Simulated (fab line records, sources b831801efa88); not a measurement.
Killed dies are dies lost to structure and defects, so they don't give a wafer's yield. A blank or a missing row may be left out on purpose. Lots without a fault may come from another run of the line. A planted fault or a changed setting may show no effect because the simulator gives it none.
One fault seen from 2 desks | flow gf180mcu | each desk has only its own numbers; what lay behind them comes last

THE TOOL OWNER'S DESK: implanter-03
The tool's own readings at GF_VT_IMPLANT_IMPLANT_19: means of the sampled wafers that have a number, for each lot that ran on this tool. A lot is out of limits, marked OUT, if its mean lies more than 4 standard deviations from the usual mean; the brackets give that distance.
Columns: A = tilt_deg at GF_VT_IMPLANT_IMPLANT_19, usual 6.996 degrees
lot  | first seen here | A
L680 | day 6 06:58     | 6.991
L681 | day 6 13:50     | 6.996
L691 | day 9 03:07     | 7.033
L693 | day 9 16:17     | -0.001 (-99 or more) OUT
L694 | day 10 01:28    | -0.006 (-99 or more) OUT
L695 | day 10 07:15    | -0.011 (-99 or more) OUT
This desk's finding: out of limits on L693, L694, L695; first on L693, day 9 16:17 (tilt_deg at GF_VT_IMPLANT_IMPLANT_19). In limits: L680, L681, L691.

THE METROLOGY DESK
What the gauges read, lot by lot, whatever tool the lot ran on: means of the sampled wafers that have a number. A lot is out of limits, marked OUT, if its mean lies more than 4 standard deviations from the usual mean; the brackets give that distance.
Columns: A = VT_IMPLANT_2_TW at GF_VT_IMPLANT_TW_MEAS_21, usual 1211; B = VT_IMPLANT_3_TW at GF_VT_IMPLANT_TW_MEAS_32, usual 268.5
lot  | first seen here | A               | B
L680 | day 6 07:13     | 1207            | 269.9
L681 | day 6 14:04     | 1225            | 264.5
L682 | day 6 20:01     | 1227            | 270.1
L684 | day 7 09:14     | 1223            | 271.8
L685 | day 7 15:11     | 1224            | 269.3
L686 | day 7 22:38     | 1196            | 269.9
L691 | day 9 03:21     | 1206            | 265.6
L693 | day 9 16:32     | 1091 (-9.2) OUT | 264.6
L694 | day 10 01:43    | 1087 (-9.6) OUT | 270.6
L695 | day 10 07:27    | 1086 (-9.6) OUT | 271.9
L697 | day 10 23:46    | 1198            | 266.6
L699 | day 11 10:35    | 1218            | 266.0
L701 | day 11 21:40    | 1200            | 271.8
This desk's finding: out of limits on L693, L694, L695; first on L693, day 9 16:32 (VT_IMPLANT_2_TW at GF_VT_IMPLANT_TW_MEAS_21). In limits: L680, L681, L682, L684, L685, L686, L691, L697, L699, L701.

PUT TOGETHER
The tool owner's desk could have raised an alarm at day 9 16:17, on L693, L694, L695.
The metrology desk could have raised an alarm at day 9 16:32, on L693, L694, L695.
Of the lots named, all ran GF_VT_IMPLANT_IMPLANT_19 on implanter-03.

WHAT THE SIMULATOR HAD PUT IN
Process parameter drift: implanter-03, from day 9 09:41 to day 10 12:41, at GF_VT_IMPLANT_IMPLANT_19. Setting tilt_deg, moved by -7, from 7. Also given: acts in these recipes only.
Lots struck among those shown: L693, L694, L695.
Hours from the fault's start to each desk's first reading out of limits: the tool owner's desk, 7; the metrology desk, 7.
